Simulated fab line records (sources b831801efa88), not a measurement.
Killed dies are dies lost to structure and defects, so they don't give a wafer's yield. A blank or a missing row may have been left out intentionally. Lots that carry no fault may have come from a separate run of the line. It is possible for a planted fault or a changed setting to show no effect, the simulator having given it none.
Struck lot and sound lot, side by side -- flow sfqLine -- 42 steps out of a route of 325
Sound: wafers L385.4, L385.5, L385.6. Struck: wafer L372.1 (left out: L372.4, L372.5 of the same lot, which were not struck); the cause appears at the end.
At each step with rows: each side's tool, then ch and its chambers, then its first start. Under that, the readings that differ: sound wafers -- struck wafers -- difference of the means -- sigmas: that difference in standard deviations of wafers without a fault.
alike: a reading whose means differ by less than 2 such deviations, as well as words and numbers matching on both sides. not compared: withheld readings; readings where some wafer has no value; bounds like >300 that might hide an equal value; numbers whose values overlap and for which the record gives no deviation.
The two part at a step that has a row with sigmas, a row that says differs or no value, or rows on one side only. Numbers that don't overlap but have no deviation are shown without sigmas and don't part them. A reading missing from all wafers of one side parts the sides only when that side holds two or more wafers.

first, 6 steps without rows for these wafers: SFQ_TRILAYER_M4_LITHO_COAT_098 (resist thk 62 nm); SFQ_TRILAYER_M4_LITHO_COAT_093 (resist thk 600 nm); SFQ_TRILAYER_M4_LITHO_SOFTBAKE_097; SFQ_TRILAYER_M4_LITHO_EXPOSE_094 (exposes mask M4, target cd 500 nm); SFQ_TRILAYER_M4_LITHO_PEB_096 (peb time 60 s); SFQ_TRILAYER_M4_LITHO_DEVELOP_095 (time 60 s).
SFQ_M4_OVL_MEAS_926:
  sound on overlay-02, day 62 15:34; struck on overlay-01, day 59 12:53
  alike: M4_OVL
SFQ_TRILAYER_M4_BARC_OPEN_METAL_ETCH_123: etches BARC in O2, target depth 125 nm, time 41.7 s.
  sound on rieMetal-02 ch 0,1, day 62 15:36; struck on rieMetal-03 ch 0, day 59 12:56
reading,sound,struck,difference,sigmas
rfHoursCounterH (h),- - -,41,no value on the sound wafers,
  alike: drypumpMotorCurrentA, oesProductAu
SFQ_TRILAYER_M4_ETCH_METAL_ETCH_096: etches Nb in Cl2/Ar, stops on SiO2, target depth 240 nm, time 120 s.
  sound on rieMetal-02 ch 0,1, day 62 15:41; struck on rieMetal-03 ch 0, day 59 12:59
reading,sound,struck,difference,sigmas
oesProductAu (a.u.),0.911 0.916 0.895,0.888,-0.019,-2
rfHoursCounterH (h),- - -,41,no value on the sound wafers,
  alike: drypumpMotorCurrentA
SFQ_TRILAYER_M4_STRIP_STRIP_097: strips in O2.
  sound on rieMetal-02 ch 0,1, day 62 15:58; struck on rieMetal-03 ch 0, day 59 13:07
reading,sound,struck,difference,sigmas
rfHoursCounterH (h),- - -,41,no value on the sound wafers,
  alike: drypumpMotorCurrentA, oesProductAu
then, 1 step without rows for these wafers: SFQ_TRILAYER_M4_STRIP_SOLV_CLEAN_098 (cleans in NMP, time 600 s).
SFQ_TRILAYER_I4_DEP_PECVD_099: deposits SiO2 from SiH4/N2O, time 111.11 s, target thk 500 nm.
  sound on pecvd-03 ch 0,1,2, day 62 16:35; struck on pecvd-03 ch 1, day 59 13:54
  alike: chamberPressureTorr, heaterPowerW, showerheadVppV, throttleValvePct
SFQ_TRILAYER_I4_CMP_CMP_100: polishes SiO2.
  sound on cmp-02 ch 2,3, day 62 22:26; struck on cmp-02 ch 2, day 59 19:11
reading,sound,struck,difference,sigmas
model.SiO2_of_TRILAYER_I4_DEP_PECVD_099.thkNm (nm),200.6 201.7 199.9,178.8,-21.9,
  alike: motorCurrentA, retainingRingPressureFrac, timeToEndpointS
SFQ_I4_BOW_MEAS_927:
  sound on filmMetro-01, day 63 01:30; struck on filmMetro-01, day 59 21:41
  alike: I4_BOW
SFQ_TRILAYER_I4_METRO_MEASURE_101:
  sound on filmMetro-01, day 63 02:10; struck on filmMetro-01, day 59 21:49
reading,sound,struck,difference,sigmas
thkNm (nm),200.4 201.5 199.9,178.8,-21.8,-20
then, 6 steps without rows for these wafers: SFQ_TRILAYER_I4_VIA_LITHO_COAT_108 (resist thk 62 nm); SFQ_TRILAYER_I4_VIA_LITHO_COAT_103 (resist thk 650 nm); SFQ_TRILAYER_I4_VIA_LITHO_SOFTBAKE_107; SFQ_TRILAYER_I4_VIA_LITHO_EXPOSE_104 (exposes mask I4, target cd 700 nm); SFQ_TRILAYER_I4_VIA_LITHO_PEB_106 (peb time 60 s); SFQ_TRILAYER_I4_VIA_LITHO_DEVELOP_105 (time 60 s).
-- the record jumps here: 4 days lie between the struck wafers' starts before and after --
SFQ_I4_OVL_MEAS_928:
  sound on overlay-02, day 67 06:20; struck on overlay-02, day 64 09:40
  alike: I4_OVL
then, 1 step without rows for these wafers: SFQ_TRILAYER_I4_VIA_BARC_OPEN_VIA_ETCH_146 (etches BARC in O2, target depth 125 nm, time 41.7 s).
SFQ_TRILAYER_I4_VIA_ETCH_VIA_ETCH_106: etches SiO2 in CHF3, stops on Nb, target depth 260 nm.
  sound on rieDiel-03 ch 0,1,3, day 67 06:23; struck on rieDiel-03 ch 0, day 64 09:44
reading,sound,struck,difference,sigmas
oesProductAu (a.u.),0.854 0.857 0.853,0.802,-0.053,-10
model.etch.depthNm (nm),200.6 201.7 199.9,178.8,-21.9,
model.I4.featureDepthNm (nm),200.6 201.7 199.9,178.8,-21.9,
  alike: drypumpMotorCurrentA
then, 3 steps without rows for these wafers: SFQ_TRILAYER_I4_VIA_STRIP_STRIP_107 (strips in O2); SFQ_TRILAYER_I4_VIA_STRIP_SOLV_CLEAN_108 (cleans in NMP, time 600 s); SFQ_TRILAYER_JJ_TRILAYER_DEP_PRE_CLEAN_113 (time 22.5 s).
SFQ_TRILAYER_JJ_TRILAYER_DEP_SPUTTER_109: material Nb, target thk 150 nm, time 100 s.
  sound on pvdSputter-05, day 67 07:19; struck on pvdSputter-03, day 64 10:40
  alike: throttleValvePct
then, 3 steps without rows for these wafers: SFQ_TRILAYER_JJ_TRILAYER_DEP_SPUTTER_110 (material Al, target thk 8 nm, time 10 s); SFQ_TRILAYER_JJ_TRILAYER_DEP_AL_OXIDATION_111 (oxidation time 600 s); SFQ_TRILAYER_JJ_TRILAYER_DEP_SPUTTER_112 (material Nb, target thk 170 nm, time 113.3 s).
SFQ_JJ_RS_MEAS_929: measurement is done with a four-point probe.
  sound on filmMetro-03, day 67 08:32; struck on filmMetro-02, day 64 11:50
  alike: JJ_NB_RS
then, 6 steps without rows for these wafers: SFQ_TRILAYER_JJ_CE_LITHO_COAT_119 (resist thk 62 nm); SFQ_TRILAYER_JJ_CE_LITHO_COAT_114 (resist thk 600 nm); SFQ_TRILAYER_JJ_CE_LITHO_SOFTBAKE_118; SFQ_TRILAYER_JJ_CE_LITHO_EXPOSE_115 (exposes mask J5, target cd 700 nm); SFQ_TRILAYER_JJ_CE_LITHO_PEB_117 (peb time 60 s); SFQ_TRILAYER_JJ_CE_LITHO_DEVELOP_116 (time 60 s).
-- the record jumps here: 4 days lie between the struck wafers' starts before and after --
SFQ_JJ_OVL_MEAS_931:
  sound on overlay-02, day 71 21:33; struck on overlay-02, day 68 22:10
  alike: J5_OVL
then, 2 steps without rows for these wafers: SFQ_TRILAYER_JJ_CE_METRO_MEASURE_117; SFQ_TRILAYER_JJ_CE_BARC_OPEN_RIE_150 (chemistry O2, target BARC, target depth 240 nm, time 80 s).
-- the record jumps here: 4 days lie between the struck wafers' starts before and after --
SFQ_TRILAYER_M5_ETCH_METAL_ETCH_126: etches Nb in Cl2/BCl3, stops on SiO2, time 203.2 s, target depth 265 nm.
  sound on rieMetal-02 ch 0,1, day 76 05:37; struck on rieMetal-04 ch 1, day 73 06:16
reading,sound,struck,difference,sigmas
oesProductAu (a.u.),0.727 0.730 0.724,0.746,+0.019,+3
rfHoursCounterH (h),- - -,53,no value on the sound wafers,
model.SiO2_of_TRILAYER_I4_DEP_PECVD_099.thkNm (nm),180.6 181.7 179.9,159,-22,
  alike: drypumpMotorCurrentA

## WHERE THEY PART
First at SFQ_TRILAYER_M4_BARC_OPEN_METAL_ETCH_123; last, within this record, at SFQ_TRILAYER_M5_ETCH_METAL_ETCH_126.

WHY: the cause the simulator had injected
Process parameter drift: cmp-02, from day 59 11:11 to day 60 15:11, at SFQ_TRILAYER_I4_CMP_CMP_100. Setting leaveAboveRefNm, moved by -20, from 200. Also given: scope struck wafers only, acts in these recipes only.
